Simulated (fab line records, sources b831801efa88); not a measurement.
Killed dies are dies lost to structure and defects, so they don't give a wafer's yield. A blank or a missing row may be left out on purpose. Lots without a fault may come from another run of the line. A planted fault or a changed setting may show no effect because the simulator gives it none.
fab line records | flow sky130
record lots=5 wafers=15 last_day=49
route steps=708 shown VT_ADJUST_HVTP@89 VT_ADJUST_LVTN@97
lots that met no fault: from a run of the same line without faults
start_h: hours from the record's first day to the start of the lot's first wafer shown | wait_h: hours since the lot's step before | " the same as in the row above | L1.1+2: a row that stands for several wafers | - no value, or no start given | * or withheld: withheld | < > ~ a bound
route shown NAME@n: a module of which the file shows steps, and the number in the route of the first | usual: mean/standard deviation of fault-free wafers | same: alike in all rows | chamber/n: place in a boat | sites: the reading at each site | _std_site: their standard deviation | _edge_site: outer sites' mean less inner sites' | radius_mm: how far each site lies from the wafer's centre | mask NAME#n: copy n | behind: the tool/chamber that last shaped the wafer | hold: why the lot was held/for how many hours/how that ended | device: the transistor (n, p or np) that didn't switch | end of line: the same wafers' tests at the end of the route | a step without rows: its recipe alone | killed: dies lost to structure and defects at the first sort, not the wafer's yield | map: a wafer's dies, x killed, . not, _ none there
set.NAME: the setting as run; set.NAME@STEP: as run at that earlier step | model.NAME: the simulator's own value behind a step, which no gauge read
lots at some steps of the route; a table a step, a row a wafer
services: from which hour (start_h, from the record's first day; less than 0 if before it) a tool's chamber was out of use, for how many hours, and why
## steps
# step SKY_VT_ADJUST_HVTP_EXPOSE_04
# recipe mask_id=HVTPM na=0.6 source_shape=conventional sigma_outer=0.6 polarization=unpolarized target_cd_nm=380 dose_mj=140
# columns lot.wafer tool chamber start_h wait_h mask
L079.1+3+5 iline_stepper-01 0 - - HVTPM#0
L083.1+4+6 iline_stepper-02 0 - - HVTPM#0
L088.2+5+6 iline_stepper-01 0 - - HVTPM#0
L090.1+3+5 iline_stepper-01 0 - - HVTPM#0
L094.2+3+6 iline_stepper-02 0 - - HVTPM#0
# step SKY_VT_ADJUST_HVTP_PEB_05
# recipe temp_c=withheld time_s=* resist=NOVOLAK
# columns lot.wafer tool chamber start_h wait_h
L079.1+3+5 litho_track-04 0 - -
L083.1+4+6 litho_track-01 0 - -
L088.2+5+6 litho_track-03 0 - -
L090.1+3+5 litho_track-03 0 - -
L094.2+3+6 litho_track-03 0 - -
# step SKY_VT_ADJUST_HVTP_DEVELOP_06
# recipe resist=NOVOLAK developer=TMAH develop_time_s=60 dev_temp_c=23
# columns lot.wafer tool chamber start_h wait_h
L079.1+3+5 litho_track-04 0 151.38 0.1
L083.1+4+6 litho_track-01 0 175.82 0.1
L088.2+5+6 litho_track-03 0 211.75 0.1
L090.1+3+5 litho_track-03 0 227.77 0.1
L094.2+3+6 litho_track-03 0 250.80 0.1
# step SKY_VT_ADJUST_HVTP_CD_MEAS_07
# recipe target_cd_nm=380
# usual cd_nm=378.8/2.7
# columns lot.wafer tool chamber start_h wait_h cd_nm
L079.1 cd_sem-01 - 151.53 0.1 380.4
L079.3 " - " " 382.3
L079.5 " - " " 381.5
L083.1 cd_sem-02 - 175.97 0.1 379.0
L083.4 " - " " 382.2
L083.6 " - " " 380.7
L088.2 cd_sem-01 - 211.89 0.1 373.6
L088.5 " - " " 375.4
L088.6 " - " " 374.6
L090.1 cd_sem-01 - 227.92 0.1 377.7
L090.3 " - " " 378.5
L090.5 " - " " 379.8
L094.2 cd_sem-01 - 250.94 0.1 379.1
L094.3 " - " " 379.0
L094.6 " - " " 378.5
# step SKY_VT_ADJUST_HVTP_OVL_MEAS_08
# usual VT_ADJUST_HVTP_OVL=0.6/1.6
# columns lot.wafer tool chamber start_h wait_h VT_ADJUST_HVTP_OVL[nm]
L079.1 overlay-02 - 151.65 0.1 1.4
L079.3 " - " " 2.8
L079.5 " - " " -1.4
L083.1 overlay-02 - 176.09 0.1 -2.3
L083.4 " - " " 0.1
L083.6 " - " " 0.4
L088.2 overlay-02 - 212.00 0.1 1.8
L088.5 " - " " 2.1
L088.6 " - " " 1.7
L090.1 overlay-02 - 228.04 0.1 0.2
L090.3 " - " " -0.2
L090.5 " - " " -1.1
L094.2 overlay-01 - 251.05 0.1 0.8
L094.3 " - " " 0.7
L094.6 " - " " 0.2
# step SKY_VT_ADJUST_HVTP_IMPLANT_09
# recipe species=As energy_kev=150 dose_cm2=4.3e+12 tilt_deg=withheld
# columns lot.wafer tool chamber start_h wait_h
L079.1+3+5 implanter-04 0 151.69 0.0
L083.1+4+6 implanter-04 0 176.13 0.0
L088.2+5+6 implanter-02 0 212.06 0.0
L090.1+3+5 implanter-04 0 228.08 0.0
L094.2+3+6 implanter-01 0 251.11 0.0
# step SKY_VT_ADJUST_HVTP_STRIP_10
# recipe chemistry=O2/N2 power_w=1400 pressure_mtorr=1500 platen_temp_c=withheld o2_flow_sccm=3000 n2_flow_sccm=300 overash_fraction=0.5
# usual drypump_motor_current_A=5.8/0.35 n2_flow_sccm=299.9/0.93 oes_product_au=0.715/0.0046 strip_time_to_endpoint_s=14.18/0.043
# columns lot.wafer tool chamber start_h wait_h drypump_motor_current_A n2_flow_sccm oes_product_au rf_hours_counter_h strip_time_to_endpoint_s
L079.1 plasma_asher-04 1 151.84 0.1 5.9 299.9 0.716 47 14.23
L079.3 " 0 " " 5.6 300.3 0.717 - 14.21
L079.5 " 1 " " 5.9 299.9 0.721 - 14.19
L083.1 plasma_asher-03 1 176.28 0.1 5.7 300.7 0.721 6 14.23
L083.4 " 1 " " 5.8 300.0 0.710 - 14.17
L083.6 " 1 " " 5.8 300.7 0.718 - 14.21
L088.2 plasma_asher-03 0 212.18 0.1 6.2 300.2 0.714 9 14.15
L088.5 " 0 " " 6.2 299.8 0.715 - 14.14
L088.6 " 1 " " 5.8 300.1 0.717 - 14.08
L090.1 plasma_asher-04 1 228.23 0.1 5.9 298.6 0.716 54 14.25
L090.3 " 1 " " 5.9 298.6 0.704 - 14.22
L090.5 " 0 " " 5.6 300.3 0.716 - 14.20
L094.2 plasma_asher-04 0 251.23 0.1 5.6 299.7 0.720 57 14.22
L094.3 " 0 " " 5.6 299.1 0.706 - 14.22
L094.6 " 0 " " 5.6 300.0 0.716 - 14.22
# step SKY_VT_ADJUST_HVTP_TW_MEAS_11
# usual VT_ADJUST_HVTP_TW=1356/22
# columns lot.wafer tool chamber start_h wait_h VT_ADJUST_HVTP_TW
L079.1 film_metro-02 - 151.94 0.1 1333
L079.3 " - " " 1333
L079.5 " - " " 1326
L083.1 film_metro-01 - 176.38 0.1 1356
L083.4 " - " " 1354
L083.6 " - " " 1354
L088.2 film_metro-04 - 212.29 0.1 1381
L088.5 " - " " 1378
L088.6 " - " " 1374
L090.1 film_metro-04 - 228.33 0.1 1384
L090.3 " - " " 1388
L090.5 " - " " 1390
L094.2 film_metro-02 - 251.34 0.1 1331
L094.3 " - " " 1328
L094.6 " - " " 1324
# step SKY_VT_ADJUST_LVTN_DEHYDRATE_00
# recipe temp_c=200 time_s=60
# columns lot.wafer tool chamber start_h wait_h
L079.1+3+5 litho_track-02 0 161.44 9.5
L083.1+4+6 litho_track-04 0 185.88 9.5
L088.2+5+6 litho_track-04 0 223.21 10.9
L090.1+3+5 litho_track-01 0 238.61 10.3
L094.2+3+6 litho_track-04 0 262.81 11.5
# step SKY_VT_ADJUST_LVTN_HMDS_01
# recipe prime_time_s=60 prime_temp_c=120
# columns lot.wafer tool chamber start_h wait_h
L079.1+3+5 litho_track-02 0 161.59 0.1
L083.1+4+6 litho_track-04 0 186.03 0.1
L088.2+5+6 litho_track-04 0 223.36 0.1
L090.1+3+5 litho_track-01 0 238.76 0.1
L094.2+3+6 litho_track-04 0 262.96 0.1
# step SKY_VT_ADJUST_LVTN_COAT_02
# recipe spin_rpm=2000 resist_thk_nm=3000
# columns lot.wafer tool chamber start_h wait_h
L079.1+3+5 litho_track-02 0 161.74 0.1
L083.1+4+6 litho_track-04 0 186.18 0.1
L088.2+5+6 litho_track-04 0 223.51 0.1
L090.1+3+5 litho_track-01 0 238.91 0.1
L094.2+3+6 litho_track-04 0 263.11 0.1
# step SKY_VT_ADJUST_LVTN_SOFTBAKE_03
# recipe temp_c=110 time_s=withheld
# columns lot.wafer tool chamber start_h wait_h
L079.1+3+5 litho_track-02 0 161.89 0.1
L083.1+4+6 litho_track-04 0 186.33 0.1
L088.2+5+6 litho_track-04 0 223.66 0.1
L090.1+3+5 litho_track-01 0 239.06 0.1
L094.2+3+6 litho_track-04 0 263.26 0.1
# step SKY_VT_ADJUST_LVTN_EXPOSE_04
# recipe mask_id=NWM_COMPLEMENT_LESS_NATIVE na=0.6 source_shape=conventional sigma_outer=0.6 polarization=unpolarized target_cd_nm=840 dose_mj=194
# columns lot.wafer tool chamber start_h wait_h mask
L079.1+3+5 iline_stepper-01 0 - - NWM_COMPLEMENT_LESS_NATIVE#0
L083.1+4+6 iline_stepper-02 0 - - NWM_COMPLEMENT_LESS_NATIVE#0
L088.2+5+6 iline_stepper-01 0 - - NWM_COMPLEMENT_LESS_NATIVE#0
L090.1+3+5 iline_stepper-01 0 - - NWM_COMPLEMENT_LESS_NATIVE#0
L094.2+3+6 iline_stepper-01 0 - - NWM_COMPLEMENT_LESS_NATIVE#0
# step SKY_VT_ADJUST_LVTN_PEB_05
# recipe temp_c=115 time_s=withheld
# columns lot.wafer tool chamber start_h wait_h
L079.1+3+5 litho_track-01 0 - -
L083.1+4+6 litho_track-01 0 - -
L088.2+5+6 litho_track-04 0 - -
L090.1+3+5 litho_track-01 0 - -
L094.2+3+6 litho_track-01 0 - -
# step SKY_VT_ADJUST_LVTN_DEVELOP_06
# recipe wall_angle_deg=90 developer=TMAH develop_time_s=60 dev_temp_c=23
# columns lot.wafer tool chamber start_h wait_h
L079.1+3+5 litho_track-01 0 - -
L083.1+4+6 litho_track-01 0 - -
L088.2+5+6 litho_track-04 0 - -
L090.1+3+5 litho_track-01 0 - -
L094.2+3+6 litho_track-01 0 - -
# step SKY_VT_ADJUST_LVTN_OVL_MEAS_07
# usual VT_ADJUST_LVTN_OVL=1.8/1.7
# columns lot.wafer tool chamber start_h wait_h VT_ADJUST_LVTN_OVL[nm]
L079.1 overlay-01 - 171.07 - 3.7
L079.3 " - " " 3.0
L079.5 " - " " 2.7
L083.1 overlay-02 - 197.16 - 1.1
L083.4 " - " " 1.8
L083.6 " - " " 0.2
L088.2 overlay-02 - 234.64 - 3.3
L088.5 " - " " 2.2
L088.6 " - " " 1.4
L090.1 overlay-02 - 251.21 - 2.5
L090.3 " - " " 2.4
L090.5 " - " " 3.5
L094.2 overlay-02 - 275.62 - 2.0
L094.3 " - " " 2.3
L094.6 " - " " 1.2
# step SKY_VT_ADJUST_LVTN_IMPLANT_08
# recipe species=B energy_kev=30 dose_cm2=1.57e+12 tilt_deg=withheld
# columns lot.wafer tool chamber start_h wait_h
L079.1+3+5 implanter-04 0 171.10 0.0
L083.1+4+6 implanter-03 0 197.56 0.4
L088.2+5+6 implanter-03 0 234.69 0.0
L090.1+3+5 implanter-03 0 251.25 0.0
L094.2+3+6 implanter-04 0 275.68 0.0
# step SKY_VT_ADJUST_LVTN_STRIP_09
# recipe chemistry=O2/N2 power_w=1400 pressure_mtorr=1500 platen_temp_c=withheld o2_flow_sccm=3000 n2_flow_sccm=300 overash_fraction=0.5
# usual drypump_motor_current_A=5.9/0.49 n2_flow_sccm=300.1/0.89 oes_product_au=0.723/0.0045 strip_time_to_endpoint_s=36.97/0.12
# columns lot.wafer tool chamber start_h wait_h drypump_motor_current_A n2_flow_sccm oes_product_au rf_hours_counter_h strip_time_to_endpoint_s
L079.1 plasma_asher-02 0 171.25 0.1 6.6 300.8 0.717 38 36.94
L079.3 " 1 " " 5.1 298.1 0.720 - 36.90
L079.5 " 0 " " 6.6 301.5 0.730 - 36.94
L083.1 plasma_asher-03 1 197.71 0.1 5.8 301.2 0.725 7 36.88
L083.4 " 0 " " 6.2 299.7 0.728 - 36.97
L083.6 " 0 " " 6.2 300.6 0.719 - 37.07
L088.2 plasma_asher-01 0 234.82 0.1 5.6 300.9 0.717 49 36.88
L088.5 " 0 " " 5.6 300.3 0.719 - 36.92
L088.6 " 1 " " 5.7 299.1 0.719 - 37.03
L090.1 plasma_asher-02 0 251.40 0.1 6.6 300.7 0.722 46 36.95
L090.3 " 1 " " 5.1 300.5 0.718 - 36.95
L090.5 " 1 " " 5.1 298.5 0.724 - 36.90
L094.2 plasma_asher-03 1 275.80 0.1 5.7 301.1 0.728 16 36.85
L094.3 " 0 " " 6.2 299.6 0.724 - 36.98
L094.6 " 0 " " 6.2 298.8 0.728 - 37.05
# step SKY_VT_ADJUST_LVTN_TW_MEAS_10
# usual VT_ADJUST_LVTN_TW=241/3.5
# columns lot.wafer tool chamber start_h wait_h VT_ADJUST_LVTN_TW
L079.1 film_metro-03 - 171.35 0.1 241
L079.3 " - " " 242
L079.5 " - " " 243
L083.1 film_metro-03 - 197.81 0.1 241
L083.4 " - " " 241
L083.6 " - " " 240
L088.2 film_metro-03 - 234.93 0.1 242
L088.5 " - " " 241
L088.6 " - " " 241
L090.1 film_metro-03 - 251.50 0.1 240
L090.3 " - " " 240
L090.5 " - " " 240
L094.2 film_metro-03 - 275.91 0.1 239
L094.3 " - " " 241
L094.6 " - " " 240
# step SKY_VT_ADJUST_LVTN_DEHYDRATE_11
# recipe temp_c=200 time_s=60
# columns lot.wafer tool chamber start_h wait_h
L079.1+3+5 litho_track-02 0 182.44 11.1
L083.1+4+6 litho_track-04 0 207.58 9.8
L088.2+5+6 litho_track-04 0 246.06 11.1
L090.1+3+5 litho_track-01 0 263.06 11.6
L094.2+3+6 litho_track-04 0 286.71 10.8
# step SKY_VT_ADJUST_LVTN_HMDS_12
# recipe prime_time_s=60 prime_temp_c=120
# columns lot.wafer tool chamber start_h wait_h
L079.1+3+5 litho_track-02 0 182.59 0.1
L083.1+4+6 litho_track-04 0 207.73 0.1
L088.2+5+6 litho_track-04 0 246.21 0.1
L090.1+3+5 litho_track-01 0 263.21 0.1
L094.2+3+6 litho_track-04 0 286.86 0.1
## services
# columns tool chamber start_h hours kind
implanter-03 - 130.11 0.5 repair
implanter-01 - 140.84 74.8 pm
iline_stepper-02 - 150.42 4.4 pm
iline_stepper-01 - 165.56 1.7 pm
iline_stepper-01 - 176.50 2.1 pm
iline_stepper-01 - 178.58 - consumable_replace:lamp
iline_stepper-02 - 178.65 1.7 pm
plasma_asher-03 - 181.77 3.6 repair
implanter-04 - 192.96 4.8 pm
implanter-02 - 196.55 1.2 repair
plasma_asher-01 - 205.88 26.2 repair
iline_stepper-02 - 213.19 25.7 repair
implanter-01 - 215.69 4.6 pm
iline_stepper-01 0 217.04 - calibration
implanter-04 - 221.32 6.5 pm
plasma_asher-02 - 230.34 2.8 pm
iline_stepper-02 0 259.01 - calibration
iline_stepper-02 - 259.69 2.1 pm
iline_stepper-02 - 261.78 - consumable_replace:lamp
iline_stepper-02 - 264.62 2.7 repair
implanter-03 - 279.68 3.1 pm
## key
fault none
